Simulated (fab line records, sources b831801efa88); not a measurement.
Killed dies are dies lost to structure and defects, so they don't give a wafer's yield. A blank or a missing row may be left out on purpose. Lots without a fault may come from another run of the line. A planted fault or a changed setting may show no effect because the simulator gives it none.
fab line records | flow sky130
record lots=5 wafers=15 last_day=50
route steps=708 shown METAL1@445 VIA1@458
lots that met no fault: from a run of the same line without faults
start_h: hours from the record's first day to the start of the lot's first wafer shown | wait_h: hours since the lot's step before | " the same as in the row above | L1.1+2: a row that stands for several wafers | - no value, or no start given | * or withheld: withheld | < > ~ a bound
route shown NAME@n: a module of which the file shows steps, and the number in the route of the first | usual: mean/standard deviation of fault-free wafers | same: alike in all rows | chamber/n: place in a boat | sites: the reading at each site | _std_site: their standard deviation | _edge_site: outer sites' mean less inner sites' | radius_mm: how far each site lies from the wafer's centre | mask NAME#n: copy n | behind: the tool/chamber that last shaped the wafer | hold: why the lot was held/for how many hours/how that ended | device: the transistor (n, p or np) that didn't switch | end of line: the same wafers' tests at the end of the route | a step without rows: its recipe alone | killed: dies lost to structure and defects at the first sort, not the wafer's yield | map: a wafer's dies, x killed, . not, _ none there
set.NAME: the setting as run; set.NAME@STEP: as run at that earlier step | model.NAME: the simulator's own value behind a step, which no gauge read
lots at some steps of the route; a table a step, a row a wafer
services: from which hour (start_h, from the record's first day; less than 0 if before it) a tool's chamber was out of use, for how many hours, and why
## steps
# step SKY_METAL1_SOFTBAKE_11
# recipe temp_c=100 time_s=90 resist=KrF-thick
# columns lot.wafer tool chamber start_h wait_h
L083.2+3+4 litho_track-04 0 - -
L087.1+3+6 litho_track-02 0 - -
L092.2+3+6 litho_track-02 0 - -
L094.1+4+6 litho_track-01 0 - -
L095.1+2+3 litho_track-02 0 - -
# step SKY_METAL1_EXPOSE_12
# recipe mask_id=MM1 na=0.8 source_shape=annular sigma_inner=0.55 sigma_outer=0.85 target_cd_nm=140 dose_mj=28
# usual focus_offset_nm=0.1/0.56
# columns lot.wafer tool chamber start_h wait_h mask focus_offset_nm
L083.2 krf_scanner-01 0 - - MM1#0 0.3
L083.3 " 0 " " MM1#0 -0.5
L083.4 " 0 " " MM1#0 0.0
L087.1 krf_scanner-01 0 - - MM1#0 -0.5
L087.3 " 0 " " MM1#0 0.1
L087.6 " 0 " " MM1#0 -0.5
L092.2 krf_scanner-01 0 - - MM1#0 0.1
L092.3 " 0 " " MM1#0 0.5
L092.6 " 0 " " MM1#0 0.1
L094.1 krf_scanner-01 0 - - MM1#0 -0.2
L094.4 " 0 " " MM1#0 -0.3
L094.6 " 0 " " MM1#0 0.6
L095.1 krf_scanner-01 0 - - MM1#0 0.4
L095.2 " 0 " " MM1#0 0.3
L095.3 " 0 " " MM1#0 1.1
# step SKY_METAL1_PEB_13
# recipe peb_temp_c=withheld peb_time_s=withheld resist=KrF-thick
# columns lot.wafer tool chamber start_h wait_h
L083.2+3+4 litho_track-01 0 - -
L087.1+3+6 litho_track-04 0 - -
L092.2+3+6 litho_track-04 0 - -
L094.1+4+6 litho_track-04 0 - -
L095.1+2+3 litho_track-01 0 - -
# step SKY_METAL1_DEVELOP_14
# recipe develop_time_s=60 resist=KrF-thick dev_temp_c=21
# columns lot.wafer tool chamber start_h wait_h
L083.2+3+4 litho_track-01 0 - -
L087.1+3+6 litho_track-04 0 - -
L092.2+3+6 litho_track-04 0 - -
L094.1+4+6 litho_track-04 0 - -
L095.1+2+3 litho_track-01 0 - -
# step SKY_METAL1_CD_MEAS_15
# recipe target_cd_nm=140
# usual cd_nm=139.9/1.6
# columns lot.wafer tool chamber start_h wait_h cd_nm
L083.2 cd_sem-02 - 841.98 - 140.0
L083.3 " - " " 140.0
L083.4 " - " " 139.5
L087.1 cd_sem-01 - 869.70 - 139.9
L087.3 " - " " 138.3
L087.6 " - " " 139.7
L092.2 cd_sem-02 - 909.12 - 141.0
L092.3 " - " " 138.5
L092.6 " - " " 138.3
L094.1 cd_sem-02 - 913.90 - 137.4
L094.4 " - " " 140.0
L094.6 " - " " 138.7
L095.1 cd_sem-01 - 931.76 - 139.3
L095.2 " - " " 140.3
L095.3 " - " " 141.0
# step SKY_METAL1_OVL_MEAS_16
# usual METAL1_OVL=1/6
# columns lot.wafer tool chamber start_h wait_h METAL1_OVL[nm]
L083.2 overlay-02 - 842.12 0.1 -15
L083.3 " - " " -16
L083.4 " - " " -17
L087.1 overlay-02 - 869.82 0.1 -4
L087.3 " - " " 0
L087.6 " - " " -4
L092.2 overlay-01 - 909.23 0.1 -2
L092.3 " - " " -5
L092.6 " - " " 6
L094.1 overlay-02 - 914.02 0.1 -2
L094.4 " - " " -5
L094.6 " - " " -5
L095.1 overlay-01 - 931.88 0.1 5
L095.2 " - " " 9
L095.3 " - " " 7
# step SKY_METAL1_DESCUM_17
# recipe chemistry=O2 source_power_w=150 bias_power_w=0 pressure_mtorr=10 temp_c=40 time_s=8
# usual chamber_pressure_mTorr=10.000/0.0096 drypump_motor_current_A=5.62/0.21 oes_product_au=1.003/0.0087 temp_c=40.00/0.11
# columns lot.wafer tool chamber start_h wait_h chamber_pressure_mTorr drypump_motor_current_A oes_product_au rf_hours_counter_h temp_c
L083.2 rie_metal-03 1 842.15 0.0 9.985 5.67 1.004 6 39.90
L083.3 " 1 " " 9.997 5.66 1.007 - 40.12
L083.4 " 0 " " 10.002 5.91 1.009 - 39.88
L087.1 rie_metal-03 0 869.86 0.0 9.991 5.95 1.007 12 39.93
L087.3 " 0 " " 10.012 5.92 1.004 - 40.21
L087.6 " 1 " " 9.996 5.67 1.001 - 40.05
L092.2 rie_metal-03 1 909.26 0.0 9.994 5.66 0.992 9 39.88
L092.3 " 1 " " 9.998 5.66 1.006 - 39.87
L092.6 " 1 " " 9.981 5.64 0.988 - 40.02
L094.1 rie_metal-02 0 914.06 0.0 9.987 5.45 1.010 4 39.88
L094.4 " 0 " " 10.009 5.44 1.014 - 39.92
L094.6 " 1 " " 9.999 5.46 1.019 - 39.90
L095.1 rie_metal-02 0 931.92 0.0 10.014 5.48 1.011 4 39.94
L095.2 " 1 " " 9.992 5.44 1.009 14 40.11
L095.3 " 1 " " 9.995 5.45 1.007 - 40.01
# step SKY_METAL1_ETCH_18
# recipe chemistry=N2/H2 target=BARC ion_energy_ev=200 bias_w=100 pressure_mtorr=30 n2_flow_sccm=100 h2_flow_sccm=200 icp_w=500 stop_on=SiO2 time_s=45.9 target_depth_a=600
# usual chamber_pressure_mTorr=29.997/0.028 drypump_motor_current_A=5.63/0.21 oes_product_au=0.854/0.0045 throttle_valve_pct=13.225/0.0092
# columns lot.wafer tool chamber start_h wait_h chamber_pressure_mTorr drypump_motor_current_A oes_product_au rf_hours_counter_h throttle_valve_pct
L083.2 rie_metal-03 1 842.18 0.0 30.021 5.66 0.848 6 13.209
L083.3 " 1 " " 29.983 5.69 0.856 - 13.222
L083.4 " 0 " " 30.017 5.97 0.854 - 13.215
L087.1 rie_metal-03 0 869.89 0.0 30.005 5.90 0.857 12 13.233
L087.3 " 0 " " 30.006 5.92 0.850 - 13.218
L087.6 " 1 " " 30.034 5.65 0.854 - 13.210
L092.2 rie_metal-03 1 909.29 0.0 29.966 5.67 0.854 9 13.215
L092.3 " 1 " " 30.017 5.66 0.852 - 13.213
L092.6 " 1 " " 29.994 5.67 0.852 - 13.219
L094.1 rie_metal-02 0 914.09 0.0 30.040 5.47 0.851 4 13.226
L094.4 " 0 " " 30.048 5.47 0.851 - 13.227
L094.6 " 1 " " 29.954 5.47 0.854 - 13.225
L095.1 rie_metal-02 0 931.95 0.0 29.990 5.46 0.856 4 13.249
L095.2 " 1 " " 30.019 5.48 0.858 14 13.226
L095.3 " 1 " " 29.956 5.48 0.854 - 13.224
# step SKY_METAL1_METAL_ETCH_19
# recipe target_depth_a=3600 stop_on=SiO2 over_etch_frac=0.3 time_s=78 chemistry=Cl2/BCl3 resist_sidewall_deg=88 pressure_mtorr=10 icp_w=900 bias_w=48.5 Cl2_flow_sccm=60 bcl3_flow_sccm=30
# usual chamber_pressure_mTorr=10.000/0.01 drypump_motor_current_A=5.62/0.2 oes_product_au=0.855/0.0052 throttle_valve_pct=22.263/0.0098
# columns lot.wafer tool chamber start_h wait_h chamber_pressure_mTorr drypump_motor_current_A oes_product_au rf_hours_counter_h throttle_valve_pct
L083.2 rie_metal-03 1 842.24 0.0 9.997 5.68 0.859 6 22.253
L083.3 " 1 " " 9.983 5.67 0.849 - 22.256
L083.4 " 0 " " 9.988 5.94 0.849 - 22.276
L087.1 rie_metal-03 0 869.96 0.0 9.994 5.91 0.856 12 22.262
L087.3 " 0 " " 9.994 5.92 0.849 - 22.266
L087.6 " 1 " " 10.005 5.67 0.849 - 22.265
L092.2 rie_metal-03 1 909.36 0.0 10.030 5.68 0.853 9 22.260
L092.3 " 1 " " 10.002 5.67 0.854 - 22.276
L092.6 " 1 " " 9.998 5.67 0.849 - 22.254
L094.1 rie_metal-02 0 914.16 0.0 10.001 5.46 0.850 4 22.263
L094.4 " 0 " " 10.008 5.45 0.844 - 22.289
L094.6 " 1 " " 9.996 5.48 0.856 - 22.271
L095.1 rie_metal-02 0 932.01 0.0 10.003 5.46 0.855 4 22.257
L095.2 " 1 " " 10.001 5.46 0.853 14 22.279
L095.3 " 1 " " 9.990 5.47 0.852 - 22.258
# step SKY_METAL1_STRIP_20
# recipe chemistry=O2/N2 power_w=1400 pressure_mtorr=1500 platen_temp_c=withheld o2_flow_sccm=3000 n2_flow_sccm=300 overash_fraction=0.5
# usual chamber_pressure_mTorr=1500.0/1.2 drypump_motor_current_A=5.4/0.56 oes_product_au=0.342/0.0046 strip_time_to_endpoint_s=2.68/0.037
# columns lot.wafer tool chamber start_h wait_h chamber_pressure_mTorr drypump_motor_current_A oes_product_au rf_hours_counter_h strip_time_to_endpoint_s
L083.2 plasma_asher-04 0 842.34 0.1 1498.9 6.2 0.346 102 2.71
L083.3 " 0 " " 1499.2 6.2 0.345 - 2.72
L083.4 " 1 " " 1498.4 4.8 0.347 - 2.72
L087.1 plasma_asher-02 1 870.05 0.1 1500.5 5.0 0.344 14 2.69
L087.3 " 1 " " 1500.7 5.0 0.337 - 2.71
L087.6 " 1 " " 1500.7 5.0 0.341 - 2.71
L092.2 plasma_asher-02 0 909.45 0.1 1499.2 5.9 0.350 18 2.69
L092.3 " 1 " " 1501.3 5.0 0.339 - 2.71
L092.6 " 0 " " 1500.5 5.9 0.342 - 2.69
L094.1 plasma_asher-04 0 914.25 0.1 1500.3 6.2 0.339 108 2.64
L094.4 " 0 " " 1499.9 6.3 0.338 - 2.68
L094.6 " 0 " " 1499.7 6.2 0.354 - 2.67
L095.1 plasma_asher-03 0 932.10 0.1 1500.3 4.9 0.346 47 2.68
L095.2 " 1 " " 1497.9 5.7 0.337 47 2.65
L095.3 " 1 " " 1501.5 5.7 0.335 - 2.68
# step SKY_METAL1_STRIP_21
# recipe chemistry=post_etch_residue_remover time_s=1200 temp_c=72.5
# usual temp_c=72.49/0.12
# columns lot.wafer tool chamber start_h wait_h temp_c
L083.2 wet_bench-04 3 842.44 0.1 72.39
L083.3 " 3 " " 72.44
L083.4 " 3 " " 72.41
L087.1 wet_bench-01 0 870.15 0.1 72.63
L087.3 " 0 " " 72.43
L087.6 " 0 " " 72.69
L092.2 wet_bench-01 0 909.55 0.1 72.61
L092.3 " 0 " " 72.43
L092.6 " 0 " " 72.50
L094.1 wet_bench-04 1 914.35 0.1 72.37
L094.4 " 1 " " 72.61
L094.6 " 1 " " 72.43
L095.1 wet_bench-02 1 932.20 0.1 72.18
L095.2 " 1 " " 72.22
L095.3 " 1 " " 72.30
# step SKY_METAL1_CLEAN_22
# recipe chemistry=IPA time_s=180 temp_c=25
# usual temp_c=25.00/0.11
# columns lot.wafer tool chamber start_h wait_h temp_c
L083.2 wet_bench-01 2 843.13 0.0 25.00
L083.3 " 2 " " 24.89
L083.4 " 2 " " 24.99
L087.1 wet_bench-04 3 870.52 0.0 25.07
L087.3 " 3 " " 25.05
L087.6 " 3 " " 25.17
L092.2 wet_bench-04 3 909.89 0.0 24.85
L092.3 " 3 " " 25.05
L092.6 " 3 " " 24.90
L094.1 wet_bench-02 1 914.72 0.0 25.13
L094.4 " 1 " " 25.17
L094.6 " 1 " " 24.97
L095.1 wet_bench-04 2 932.55 0.0 25.37
L095.2 " 2 " " 25.24
L095.3 " 2 " " 25.00
# step SKY_METAL1_CLEAN_23
# recipe chemistry=O3/DIW dry=n2_spin
# columns lot.wafer tool chamber start_h wait_h
L083.2+3+4 wet_bench-04 2 843.19 0.0
L087.1+3+6 wet_bench-01 1 870.58 0.0
L092.2+3+6 wet_bench-01 2 909.95 0.0
L094.1+4+6 wet_bench-04 1 914.78 0.0
L095.1+2+3 wet_bench-01 1 932.60 0.0
# step SKY_VIA1_HDPCVD_00
# recipe material=SiO2 target_thk_nm=1030 sigma_open_frac=0.3 time_s=171.7 temp_c=400 sih4_flow_sccm=60 pressure_mtorr=6
# usual pressure_mtorr=5.999/0.011
# columns lot.wafer tool chamber start_h wait_h pressure_mtorr
L083.2 hdpcvd-02 0 843.37 0.0 5.997
L083.3 " 2 " " 5.996
L083.4 " 1 " " 6.015
L087.1 hdpcvd-01 1 870.68 0.0 6.002
L087.3 " 0 " " 5.999
L087.6 " 0 " " 5.997
L092.2 hdpcvd-01 0 910.04 0.0 5.983
L092.3 " 2 " " 5.999
L092.6 " 2 " " 6.009
L094.1 hdpcvd-01 0 914.87 0.0 5.996
L094.4 " 1 " " 5.994
L094.6 " 0 " " 5.987
L095.1 hdpcvd-02 2 932.70 0.0 6.003
L095.2 " 0 " " 5.998
L095.3 " 1 " " 6.031
# step SKY_VIA1_THK_MEAS_01
# recipe reads=SiO2_of_VIA1_HDPCVD_00
# usual VIA1_HDPCVD_THK=1026/8.8
# columns lot.wafer tool chamber start_h wait_h VIA1_HDPCVD_THK[nm]
L083.2 film_metro-02 - 843.49 0.1 1011
L083.3 " - " " 1006
L083.4 " - " " 1023
L087.1 film_metro-03 - 870.79 0.1 1045
L087.3 " - " " 1030
L087.6 " - " " 1023
L092.2 film_metro-02 - 910.16 0.1 1029
L092.3 " - " " 1037
L092.6 " - " " 1032
L094.1 film_metro-03 - 914.98 0.1 1015
L094.4 " - " " 1029
L094.6 " - " " 1023
L095.1 film_metro-03 - 932.81 0.1 1029
L095.2 " - " " 1024
L095.3 " - " " 1016
# step SKY_VIA1_CMP_02
# recipe material=SiO2 down_force_psi=4 platen_rpm=60 pad_velocity_m_s=0.94248
# usual edge_zone_pressure_frac=1.000/0.0042 motor_current_A=11.8/1.4
# columns lot.wafer tool chamber start_h wait_h edge_zone_pressure_frac motor_current_A
L083.2 cmp-02 3 843.59 0.1 1.003 12.4
L083.4 " 0 " " 1.001 11.3
L083.3 " 1 " " 0.990 9.2
L087.1 cmp-01 1 871.05 0.2 0.994 12.1
L087.3 " 3 " " 0.997 10.1
L087.6 " 2 " " 0.996 14.6
L092.2 cmp-02 0 910.31 0.1 0.995 11.7
L092.3 " 1 " " 0.998 9.0
L092.6 " 2 " " 1.002 13.1
L094.4 cmp-01 3 915.04 0.0 0.998 10.5
L094.1 " 2 " " 1.005 14.0
L094.6 " 0 " " 0.999 12.4
L095.1 cmp-02 3 932.87 0.1 1.001 11.6
L095.2 " 0 " " 1.004 11.6
L095.3 " 2 " " 1.000 12.7
# step SKY_VIA1_BOW_MEAS_03
# recipe mode=bow
# usual VIA1_BOW=80/7.1
# columns lot.wafer tool chamber start_h wait_h VIA1_BOW[um]
L083.2 film_metro-02 - 843.86 0.2 68
L083.3 " - " " 72
L083.4 " - " " 89
L087.1 film_metro-01 - 871.35 0.2 83
L087.3 " - " " 80
L087.6 " - " " 75
L092.2 film_metro-02 - 910.53 0.2 76
L092.3 " - " " 82
L092.6 " - " " 70
L094.1 film_metro-01 - 915.34 0.1 72
L094.4 " - " " 76
L094.6 " - " " 80
L095.1 film_metro-03 - 933.17 0.2 87
L095.2 " - " " 77
L095.3 " - " " 75
# step SKY_VIA1_DEHYDRATE_04
# recipe temp_c=200 time_s=60
# columns lot.wafer tool chamber start_h wait_h
L083.2+3+4 litho_track-03 0 856.18 12.3
L087.1+3+6 litho_track-04 0 883.45 12.1
L092.2+3+6 litho_track-04 0 922.33 11.8
L094.1+4+6 litho_track-03 0 927.16 11.8
L095.1+2+3 litho_track-03 0 945.01 11.8
# step SKY_VIA1_HMDS_05
# recipe prime_time_s=60 prime_temp_c=120
# columns lot.wafer tool chamber start_h wait_h
L083.2+3+4 litho_track-03 0 856.33 0.1
L087.1+3+6 litho_track-04 0 883.60 0.1
L092.2+3+6 litho_track-04 0 922.48 0.1
L094.1+4+6 litho_track-03 0 927.31 0.1
L095.1+2+3 litho_track-03 0 945.16 0.1
# step SKY_VIA1_COAT_06
# recipe resist=BARC temp_c=withheld time_s=withheld spin_rpm=3000 resist_thk_nm=60
# columns lot.wafer tool chamber start_h wait_h
L083.2+3+4 litho_track-03 0 856.48 0.1
L087.1+3+6 litho_track-04 0 883.75 0.1
L092.2+3+6 litho_track-04 0 922.63 0.1
L094.1+4+6 litho_track-03 0 927.46 0.1
L095.1+2+3 litho_track-03 0 945.31 0.1
# step SKY_VIA1_COAT_07
# recipe resist=KrF-thick spin_rpm=3000 resist_thk_nm=450
# columns lot.wafer tool chamber start_h wait_h
L083.2+3+4 litho_track-03 0 - -
L087.1+3+6 litho_track-04 0 - -
L092.2+3+6 litho_track-04 0 - -
L094.1+4+6 litho_track-03 0 - -
L095.1+2+3 litho_track-03 0 - -
# step SKY_VIA1_SOFTBAKE_08
# recipe temp_c=100 time_s=90 resist=KrF-thick
# columns lot.wafer tool chamber start_h wait_h
L083.2+3+4 litho_track-03 0 - -
L087.1+3+6 litho_track-04 0 - -
L092.2+3+6 litho_track-04 0 - -
L094.1+4+6 litho_track-03 0 - -
L095.1+2+3 litho_track-03 0 - -
# step SKY_VIA1_EXPOSE_09
# recipe mask_id=VIM na=0.8 source_shape=annular sigma_inner=0.55 sigma_outer=0.85 target_cd_nm=150 dose_mj=38
# usual focus_offset_nm=0.0/0.6
# columns lot.wafer tool chamber start_h wait_h mask focus_offset_nm
L083.2 krf_scanner-02 0 - - VIM#0 0.3
L083.3 " 0 " " VIM#0 0.4
L083.4 " 0 " " VIM#0 1.6
L087.1 krf_scanner-01 0 - - VIM#0 0.3
L087.3 " 0 " " VIM#0 0.8
L087.6 " 0 " " VIM#0 1.5
L092.2 krf_scanner-01 0 - - VIM#0 -1.2
L092.3 " 0 " " VIM#0 -0.4
L092.6 " 0 " " VIM#0 -0.8
L094.1 krf_scanner-01 0 - - VIM#0 0.1
L094.4 " 0 " " VIM#0 0.0
L094.6 " 0 " " VIM#0 -0.2
L095.1 krf_scanner-01 0 - - VIM#0 0.3
L095.2 " 0 " " VIM#0 0.0
L095.3 " 0 " " VIM#0 0.4
# step SKY_VIA1_PEB_10
# recipe peb_temp_c=withheld peb_time_s=withheld resist=KrF-thick
# columns lot.wafer tool chamber start_h wait_h
L083.2+3+4 litho_track-03 0 - -
L087.1+3+6 litho_track-02 0 - -
L092.2+3+6 litho_track-02 0 - -
L094.1+4+6 litho_track-02 0 - -
L095.1+2+3 litho_track-02 0 - -
# step SKY_VIA1_DEVELOP_11
# recipe develop_time_s=60 resist=KrF-thick dev_temp_c=21
# columns lot.wafer tool chamber start_h wait_h
L083.2+3+4 litho_track-03 0 - -
L087.1+3+6 litho_track-02 0 - -
L092.2+3+6 litho_track-02 0 - -
L094.1+4+6 litho_track-02 0 - -
L095.1+2+3 litho_track-02 0 - -
# step SKY_VIA1_CD_MEAS_12
# recipe target_cd_nm=150
# usual cd_nm=150.4/1.7
# columns lot.wafer tool chamber start_h wait_h cd_nm
L083.2 cd_sem-02 - 869.93 - 148.7
L083.3 " - " " 148.7
L083.4 " - " " 148.4
L087.1 cd_sem-02 - 897.28 - 150.9
L087.3 " - " " 148.9
L087.6 " - " " 149.6
L092.2 cd_sem-01 - 935.50 - 149.9
L092.3 " - " " 151.6
L092.6 " - " " 149.6
L094.1 cd_sem-01 - 940.33 - 152.2
L094.4 " - " " 149.4
L094.6 " - " " 151.9
L095.1 cd_sem-01 - 957.08 - 149.0
L095.2 " - " " 149.9
L095.3 " - " " 149.0
# step SKY_VIA1_OVL_MEAS_13
# usual VIA1_OVL=2/4.9
# columns lot.wafer tool chamber start_h wait_h VIA1_OVL[nm]
L083.2 overlay-01 - 870.03 0.1 -1
L083.3 " - " " 0
L083.4 " - " " 0
L087.1 overlay-01 - 897.40 0.1 8
L087.3 " - " " 3
L087.6 " - " " 12
L092.2 overlay-01 - 935.61 0.1 5
L092.3 " - " " -1
L092.6 " - " " 4
L094.1 overlay-01 - 940.45 0.1 -9
L094.4 " - " " -8
L094.6 " - " " -3
L095.1 overlay-02 - 957.20 0.1 3
L095.2 " - " " 2
L095.3 " - " " 4
# step SKY_VIA1_ETCH_14
# recipe chemistry=N2/H2 target=BARC ion_energy_ev=200 source_w=500 bias_w=100 pressure_mtorr=30 n2_flow_sccm=100 h2_flow_sccm=200 stop_on=SiO2 time_s=45.9 target_depth_a=600
# usual chamber_pressure_mTorr=30.006/0.025 drypump_motor_current_A=5.83/0.24 oes_product_au=0.853/0.0046 throttle_valve_pct=13.224/0.0096
# columns lot.wafer tool chamber start_h wait_h chamber_pressure_mTorr drypump_motor_current_A oes_product_au rf_hours_counter_h throttle_valve_pct
L083.2 rie_diel-01 2 870.06 0.0 29.997 5.51 0.850 15 13.239
L083.3 " 0 " " 29.994 5.59 0.854 9 13.211
L083.4 " 0 " " 30.003 5.58 0.852 - 13.224
L087.1 rie_diel-04 3 897.44 0.0 30.024 5.63 0.848 9 13.224
L087.3 " 1 " " 30.020 6.14 0.851 8 13.232
L087.6 " 1 " " 30.017 6.12 0.853 - 13.238
L092.2 rie_diel-02 0 935.64 0.0 29.975 5.70 0.853 15 13.223
L092.3 " 3 " " 30.019 6.18 0.861 17 13.229
L092.6 " 3 " " 29.994 6.16 0.856 - 13.223
L094.1 rie_diel-02 2 940.49 0.0 29.961 5.72 0.855 28 13.221
L094.4 " 1 " " 29.987 6.00 0.856 19 13.222
L094.6 " 0 " " 30.036 5.69 0.855 - 13.226
L095.1 rie_diel-04 2 957.24 0.0 30.024 6.02 0.849 12 13.236
L095.2 " 1 " " 30.023 6.14 0.862 9 13.212
L095.3 " 3 " " 29.987 5.60 0.845 11 13.218
# step SKY_VIA1_ETCH_15
# recipe target=SiO2 chemistry=C4F8/O2/Ar target_depth_nm=351 stop_on=TiN mask_material=KrF-thick source_w=1500 bias_w=1200 pressure_mtorr=40 c4f8_flow_sccm=withheld O2_flow_sccm=6 Ar_flow_sccm=300 time_s=54
# usual chamber_pressure_mTorr=40.00/0.034 oes_product_au=0.981/0.0058
# columns lot.wafer tool chamber start_h wait_h chamber_pressure_mTorr oes_product_au rf_hours_counter_h
L083.2 rie_diel-01 2 870.10 0.0 39.94 0.979 15
L083.3 " 0 " " 40.00 0.984 9
L083.4 " 0 " " 40.00 0.977 -
L087.1 rie_diel-04 3 897.48 0.0 40.06 0.965 9
L087.3 " 1 " " 40.05 0.981 8
L087.6 " 1 " " 40.03 0.978 -
L092.2 rie_diel-02 0 935.68 0.0 39.99 0.982 15
L092.3 " 3 " " 40.03 0.985 17
L092.6 " 3 " " 40.02 0.993 -
L094.1 rie_diel-02 2 940.53 0.0 40.01 0.988 28
L094.4 " 1 " " 39.98 0.979 19
L094.6 " 0 " " 39.97 0.984 -
L095.1 rie_diel-04 2 957.28 0.0 39.96 0.988 12
L095.2 " 1 " " 39.98 0.984 9
L095.3 " 3 " " 40.04 0.982 11
# step SKY_VIA1_STRIP_16
# recipe chemistry=O2/N2 power_w=1400 pressure_mtorr=1500 platen_temp_c=withheld o2_flow_sccm=3000 n2_flow_sccm=300 overash_fraction=0.5
# usual chamber_pressure_mTorr=1500.0/1.5 drypump_motor_current_A=5.5/0.47 oes_product_au=0.416/0.0044 strip_time_to_endpoint_s=4.452/0.019
# columns lot.wafer tool chamber start_h wait_h chamber_pressure_mTorr drypump_motor_current_A oes_product_au rf_hours_counter_h strip_time_to_endpoint_s
L083.2 plasma_asher-01 1 870.15 0.0 1503.3 5.6 0.414 76 4.495
L083.3 " 1 " " 1499.5 5.6 0.411 - 4.472
L083.4 " 0 " " 1501.7 5.7 0.418 - 4.472
L087.1 plasma_asher-01 1 897.53 0.0 1503.3 5.6 0.420 79 4.439
L087.3 " 0 " " 1500.3 5.7 0.412 - 4.483
L087.6 " 1 " " 1503.1 5.6 0.414 - 4.469
L092.2 plasma_asher-04 0 935.73 0.0 1500.8 6.2 0.419 111 4.458
L092.3 " 1 " " 1499.5 4.8 0.416 - 4.458
L092.6 " 0 " " 1497.6 6.2 0.416 - 4.450
L094.1 plasma_asher-02 1 940.58 0.0 1502.2 5.0 0.416 21 4.456
L094.4 " 1 " " 1502.6 5.0 0.414 - 4.450
L094.6 " 1 " " 1500.5 5.0 0.414 - 4.477
L095.1 plasma_asher-04 0 957.33 0.0 1501.9 6.2 0.409 113 4.446
L095.2 " 1 " " 1499.6 4.8 0.417 113 4.462
L095.3 " 1 " " 1500.8 4.8 0.412 - 4.448
# step SKY_VIA1_STRIP_17
# recipe chemistry=post_etch_residue_remover time_s=1200 temp_c=72.5
# usual temp_c=72.50/0.14
# columns lot.wafer tool chamber start_h wait_h temp_c
L083.2 wet_bench-03 0 870.25 0.1 72.36
L083.3 " 0 " " 72.51
L083.4 " 0 " " 72.44
L087.1 wet_bench-04 2 897.63 0.1 72.51
L087.3 " 2 " " 72.54
L087.6 " 2 " " 72.40
L092.2 wet_bench-03 2 935.83 0.1 72.37
L092.3 " 2 " " 72.43
L092.6 " 2 " " 72.52
L094.1 wet_bench-01 3 940.68 0.1 72.63
L094.4 " 3 " " 72.62
L094.6 " 3 " " 72.46
L095.1 wet_bench-04 1 957.43 0.1 72.55
L095.2 " 1 " " 72.37
L095.3 " 1 " " 72.46
# step SKY_VIA1_CLEAN_18
# recipe chemistry=IPA time_s=180 temp_c=25
# usual temp_c=24.97/0.096
# columns lot.wafer tool chamber start_h wait_h temp_c
L083.2 wet_bench-04 3 870.59 0.0 25.01
L083.3 " 3 " " 25.12
L083.4 " 3 " " 24.93
L087.1 wet_bench-01 1 897.97 0.0 25.08
L087.3 " 1 " " 24.98
L087.6 " 1 " " 24.96
L092.2 wet_bench-04 1 936.17 0.0 25.09
L092.3 " 1 " " 25.06
L092.6 " 1 " " 25.09
L094.1 wet_bench-04 1 941.05 0.0 24.99
L094.4 " 1 " " 24.94
L094.6 " 1 " " 24.92
L095.1 wet_bench-04 2 957.77 0.0 25.01
L095.2 " 2 " " 24.96
L095.3 " 2 " " 25.11
# step SKY_VIA1_CLEAN_19
# recipe chemistry=O3/DIW dry=n2_spin
# columns lot.wafer tool chamber start_h wait_h
L083.2+3+4 wet_bench-03 1 870.66 0.0
L087.1+3+6 wet_bench-03 0 898.03 0.0
L092.2+3+6 wet_bench-03 2 936.23 0.0
L094.1+4+6 wet_bench-03 1 941.11 0.0
L095.1+2+3 wet_bench-04 3 957.83 0.0
# step SKY_VIA1_SPUTTER_20
# recipe material=TiN target_thk_nm=20 chamber_pressure_pa=5 power_w=4000 time_s=80
# usual throttle_valve_pct=29.9/0.86
# columns lot.wafer tool chamber start_h wait_h throttle_valve_pct
L083.2 pvd_sputter-03 - 870.75 0.0 30.4
L083.3 " - " " 29.8
L083.4 " - " " 28.8
L087.1 pvd_sputter-03 - 898.12 0.0 30.5
L087.3 " - " " 29.1
L087.6 " - " " 30.5
L092.2 pvd_sputter-01 - 936.32 0.0 30.3
L092.3 " - " " 27.9
L092.6 " - " " 31.5
L094.1 pvd_sputter-03 - 941.20 0.0 30.6
L094.4 " - " " 30.3
L094.6 " - " " 30.6
L095.1 pvd_sputter-03 - 957.92 0.0 29.1
L095.2 " - " " 30.4
L095.3 " - " " 30.1
# step SKY_VIA1_CVD_21
# recipe material=W target_thk_nm=270 time_s=80.902 temp_c=400 pressure_torr=40
# usual heater_power_w=781/50
# columns lot.wafer tool chamber start_h wait_h heater_power_w
L083.2 cvd_w-01 0 870.81 0.0 746
L083.3 " 1 " " 802
L083.4 " 0 " " 774
L087.1 cvd_w-02 0 898.18 0.0 836
L087.3 " 0 " " 839
L087.6 " 1 " " 802
L092.2 cvd_w-01 0 936.38 0.0 644
L092.3 " 0 " " 671
L092.6 " 1 " " 767
L094.1 cvd_w-01 0 941.26 0.0 678
L094.4 " 0 " " 665
L094.6 " 0 " " 684
L095.1 cvd_w-01 1 957.98 0.0 740
L095.2 " 0 " " 694
L095.3 " 1 " " 738
## services
# columns tool chamber start_h hours kind
hdpcvd-01 - 808.77 3.4 repair
krf_scanner-01 - 813.03 4.0 repair
pvd_sputter-03 - 814.58 1.2 repair
rie_metal-02 0 817.49 16.7 repair
rie_diel-02 3 819.72 7.0 repair
rie_metal-02 1 820.36 7.9 repair
plasma_asher-04 - 823.22 2.2 repair
rie_diel-02 2 837.86 4.6 repair
krf_scanner-01 - 840.62 3.6 pm
krf_scanner-01 - 844.17 1.0 pm
plasma_asher-04 - 849.07 3.3 repair
krf_scanner-01 - 867.83 0.8 pm
cvd_w-01 - 878.30 0.9 repair
rie_diel-02 - 889.46 14.6 pm
plasma_asher-04 - 896.20 10.9 repair
rie_diel-04 1 903.66 8.8 repair
cvd_w-01 - 904.00 14.0 pm
rie_diel-02 3 913.22 3.4 repair
krf_scanner-01 - 928.92 4.4 pm
krf_scanner-01 - 933.30 4.4 pm
krf_scanner-01 - 937.69 1.3 pm
krf_scanner-01 - 939.38 0.5 repair
krf_scanner-01 - 951.74 7.2 pm
wet_bench-03 - 956.14 1.9 pm
## key
fault none
